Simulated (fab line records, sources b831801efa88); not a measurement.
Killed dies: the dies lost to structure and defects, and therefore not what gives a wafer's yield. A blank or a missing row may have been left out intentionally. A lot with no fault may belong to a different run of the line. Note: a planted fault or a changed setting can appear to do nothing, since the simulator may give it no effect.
A struck lot beside a sound one / flow sky130 / 20 out of 708 route steps
Sound: the wafers L297.4, L297.5, L297.6. The struck wafers were L310.2, L310.5, L310.6. The cause comes at the end.
Order at every step that has rows: each side's tool, ch and its chambers, its first start. Under that, the readings that differ: sound wafers / struck wafers / difference of the means / sigmas: that difference in standard deviations of wafers without a fault.
alike: a reading whose means differ by less than 2 such deviations, as well as words and numbers matching on both sides. not compared: withheld readings; readings where some wafer has no value; bounds like >300 that might hide an equal value; numbers whose values overlap and for which the record gives no deviation.
A row with sigmas, a row that says differs or no value, or rows on one side alone: a step with any of these is where the two part. Numbers that don't overlap but have no deviation are shown without sigmas and don't part them. A reading missing from all wafers of one side parts the sides only when that side holds two or more wafers.

first, 3 steps without rows for these wafers: SKY_LDD_P_EXPOSE_04 (exposes mask PSDM, target cd 380 nm); SKY_LDD_P_PEB_05; SKY_LDD_P_DEVELOP_06 (develop time 60 s).
SKY_LDD_P_CD_MEAS_07 targets a cd of 380 nm.
  sound on cd-sem-02 at day 18 22:56; struck on cd-sem-01 at day 23 22:45
  alike: cd-nm
SKY_LDD_P_OVL_MEAS_08:
  sound on overlay-02 at day 18 23:01; struck on overlay-02 at day 23 22:52
  alike: LDD_P_OVL
then, 1 step without rows for these wafers: SKY_LDD_P_IMPLANT_09.
SKY_LDD_P_STRIP_10: strips in O2/N2.
  sound on plasma-asher-03 ch 0,1, day 18 23:13; struck on plasma-asher-01 ch 0,1, day 23 23:02
reading=strip-time-to-endpoint-s (s); sound=14.15 14.16 14.14; struck=14.28 14.23 14.20; difference=+0.09; sigmas=+3
  alike: chamber-pressure-mTorr, drypump-motor-current-A, oes-product-au
  not compared: rf-hours-counter-h
SKY_LDD_P_TW_MEAS_11:
  sound on film-metro-04 at day 18 23:18; struck on film-metro-04 at day 23 23:09
  alike: LDD_P_TW
then, 4 steps without rows for these wafers: SKY_LDD_HVN_DEHYDRATE_00 (time 60 s); SKY_LDD_HVN_HMDS_01 (prime time 60 s); SKY_LDD_HVN_COAT_02 (resist thk 300 nm); SKY_LDD_HVN_SOFTBAKE_03 (time 60 s).
SKY_LDD_HVN_EXPOSE_04: exposes mask HVNTM, target cd 700 nm.
  sound on iline-stepper-02 ch 0, day 19 13:59; struck on iline-stepper-01 ch 0, day 24 13:47
reading=mask; sound=HVNTM#0 HVNTM#0 HVNTM#0; struck=PSDM#0 PSDM#0 PSDM#0; difference=differs; sigmas=
then, 2 steps without rows for these wafers: SKY_LDD_HVN_PEB_05; SKY_LDD_HVN_DEVELOP_06 (develop time 60 s).
SKY_LDD_HVN_OVL_MEAS_07:
  sound on overlay-02 at day 20 05:35; struck on overlay-01 at day 25 04:13
reading=LDD_HVN_OVL (nm); sound=-0.3 -0.2 1.8; struck=- - -; difference=no value on the struck wafers; sigmas=
then, 1 step without rows for these wafers: SKY_LDD_HVN_IMPLANT_08.
SKY_LDD_HVN_STRIP_09: strips in O2/N2.
  sound on plasma-asher-01 ch 0,1, day 20 05:47; struck on plasma-asher-04 ch 0,1, day 25 04:24
  alike: chamber-pressure-mTorr, drypump-motor-current-A, oes-product-au, strip-time-to-endpoint-s
  not compared: rf-hours-counter-h
SKY_LDD_HVN_TW_MEAS_10:
  sound on film-metro-03 at day 20 05:53; struck on film-metro-04 at day 25 04:31
reading=LDD_HVN_TW; sound=1429 1427 1435; struck=30 30 30; difference=-1400; sigmas=-99 or more
then, 1 step without rows for these wafers: SKY_LDD_HVP_DEHYDRATE_00 (time 60 s).

## WHERE THEY PART
Earliest at SKY_LDD_P_STRIP_10; latest, in this record, at SKY_LDD_HVN_TW_MEAS_10.

WHY: whatever the simulator had introduced
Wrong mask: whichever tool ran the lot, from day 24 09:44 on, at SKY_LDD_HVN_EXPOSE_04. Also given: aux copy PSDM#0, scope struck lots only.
